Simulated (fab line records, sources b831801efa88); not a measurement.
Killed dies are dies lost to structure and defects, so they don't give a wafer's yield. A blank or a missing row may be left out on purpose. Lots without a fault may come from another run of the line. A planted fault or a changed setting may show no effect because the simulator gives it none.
A struck lot beside a sound one | flow gf180mcu | 43 steps out of a route of 602
Sound: wafers L930.1, L930.2, L930.4. Struck: wafers L941.1, L941.2, L941.5. The cause comes at the end.
At each step with rows: each side's tool, then ch and its chambers, then its first start. Under that, the readings that differ: sound wafers | struck wafers | difference of the means | sigmas: that difference in standard deviations of wafers without a fault.
alike: readings whose means differ by less than 2 such deviations, and words and numbers that are the same on both sides. not compared: withheld readings, readings that some wafer has no value for, bounds like >300 that may hide the same value, and numbers for which the record gives no deviation and whose values overlap.
The two part at a step that has a row with sigmas, a row that says differs or no value, or rows on one side only. Numbers that don't overlap but have no deviation are shown without sigmas and don't part them. A reading that every wafer of one side lacks parts them only if that side has two wafers or more.

first, 2 steps without rows for these wafers: GF_DNWELL_DEVELOP_06 (develop time 60 s); GF_DNWELL_IMPLANT_07.
GF_DNWELL_STRIP_08: strips in O2/N2.
  sound on plasma_asher-03 ch 0,1, day 4 08:11; struck on plasma_asher-04 ch 0,1, day 6 18:24
  reading                      | sound             | struck            | difference | sigmas
  strip_time_to_endpoint_s (s) | 37.13 36.88 37.02 | 36.68 36.81 36.57 | -0.32      | -3
  alike: drypump_motor_current_A, heater_power_w, oes_product_au
  not compared: rf_hours_counter_h
GF_DNWELL_TW_MEAS_09:
  sound on film_metro-04, day 4 08:17; struck on film_metro-04, day 6 18:30
  alike: DNWELL_TW
then, 7 steps without rows for these wafers: GF_NWELL_DEHYDRATE_00 (time 60 s); GF_NWELL_HMDS_01 (prime time 60 s); GF_NWELL_COAT_02 (resist thk 3000 nm); GF_NWELL_SOFTBAKE_03; GF_NWELL_EXPOSE_04 (exposes mask Nwell, target cd 860 nm); GF_NWELL_PEB_05; GF_NWELL_DEVELOP_06 (develop time 60 s).
GF_NWELL_OVL_MEAS_07:
  sound on overlay-02, day 4 22:21; struck on overlay-02, day 7 09:46
  alike: NWELL_OVL
GF_NWELL_IMPLANT_08:
  sound on implanter-03 ch 0, day 4 22:23; struck on implanter-03 ch 0, day 7 09:48
  alike: beam_on_s, dose_ions_cm2
then, 1 step without rows for these wafers: GF_NWELL_IMPLANT_09.
GF_NWELL_STRIP_10: strips in O2/N2.
  sound on plasma_asher-03 ch 0,1, day 4 22:41; struck on plasma_asher-03 ch 0,1, day 7 10:06
  alike: drypump_motor_current_A, heater_power_w, oes_product_au, strip_time_to_endpoint_s
  not compared: rf_hours_counter_h
GF_NWELL_TW_MEAS_11:
  sound on film_metro-01, day 4 22:47; struck on film_metro-02, day 7 10:26
  reading  | sound          | struck         | difference | sigmas
  NWELL_TW | 1574 1572 1570 | 1433 1437 1432 | -138       | -13
  not compared: hold
then, 6 steps without rows for these wafers: GF_LVPWELL_HMDS_01 (prime time 60 s); GF_LVPWELL_COAT_02 (resist thk 3000 nm); GF_LVPWELL_SOFTBAKE_03; GF_LVPWELL_EXPOSE_04 (exposes mask LVPWELL, target cd 600 nm); GF_LVPWELL_PEB_05; GF_LVPWELL_DEVELOP_06 (develop time 60 s).
GF_LVPWELL_OVL_MEAS_07:
  sound on overlay-01, day 5 12:18; struck on overlay-01, day 8 02:24
  alike: LVPWELL_OVL
then, 2 steps without rows for these wafers: GF_LVPWELL_IMPLANT_08; GF_LVPWELL_IMPLANT_09.
GF_LVPWELL_STRIP_10: strips in O2/N2.
  sound on plasma_asher-02 ch 0,1, day 5 12:38; struck on plasma_asher-03 ch 0,1, day 8 02:44
  reading                      | sound             | struck            | difference | sigmas
  strip_time_to_endpoint_s (s) | 37.08 37.00 36.99 | 36.82 36.77 36.71 | -0.26      | -2
  alike: drypump_motor_current_A, heater_power_w, oes_product_au
  not compared: rf_hours_counter_h
GF_LVPWELL_TW_MEAS_11:
  sound on film_metro-02, day 5 12:44; struck on film_metro-01, day 8 02:50
  alike: LVPWELL_TW
then, 7 steps without rows for these wafers: GF_MVSD_DEHYDRATE_00 (time 60 s); GF_MVSD_HMDS_01 (prime time 60 s); GF_MVSD_COAT_02 (resist thk 3000 nm); GF_MVSD_SOFTBAKE_03; GF_MVSD_EXPOSE_04 (exposes mask MVSD, target cd 1000 nm); GF_MVSD_PEB_05; GF_MVSD_DEVELOP_06 (develop time 60 s).
GF_MVSD_OVL_MEAS_07:
  sound on overlay-02, day 6 02:40; struck on overlay-01, day 8 19:37
  alike: MVSD_OVL
then, 2 steps without rows for these wafers: GF_MVSD_IMPLANT_08; GF_MVSD_IMPLANT_09.
GF_MVSD_STRIP_10: strips in O2/N2.
  sound on plasma_asher-04 ch 0,1, day 6 03:00; struck on plasma_asher-02 ch 0,1, day 8 19:58
  alike: drypump_motor_current_A, heater_power_w, oes_product_au, strip_time_to_endpoint_s
  not compared: rf_hours_counter_h
GF_MVSD_TW_MEAS_11:
  sound on film_metro-02, day 6 03:06; struck on film_metro-02, day 8 20:04
  alike: MVSD_TW
then, 2 steps without rows for these wafers: GF_MVPSD_DEHYDRATE_00 (time 60 s); GF_MVPSD_HMDS_01 (prime time 60 s).
-- the record jumps here: 4 days lie between the struck wafers' starts before and after --
GF_VT_IMPLANT_RS_MEAS_47: measures by four-point-probe.
  sound on film_metro-04, day 9 13:40; struck on film_metro-01, day 12 17:01
  reading           | sound             | struck            | difference | sigmas
  NWELL_RS (ohm/sq) | 489.1 489.7 488.7 | 578.2 576.4 577.5 | +88.2      | +68
  not compared: hold
GF_PASSIVATION_PROBE_99:
  the record has rows for the sound wafers here (prober-02, day 31 07:26) and none for the struck ones

WHERE THEY PART
First at GF_DNWELL_STRIP_08; last, within this record, at GF_PASSIVATION_PROBE_99.

WHY: what the simulator had put in
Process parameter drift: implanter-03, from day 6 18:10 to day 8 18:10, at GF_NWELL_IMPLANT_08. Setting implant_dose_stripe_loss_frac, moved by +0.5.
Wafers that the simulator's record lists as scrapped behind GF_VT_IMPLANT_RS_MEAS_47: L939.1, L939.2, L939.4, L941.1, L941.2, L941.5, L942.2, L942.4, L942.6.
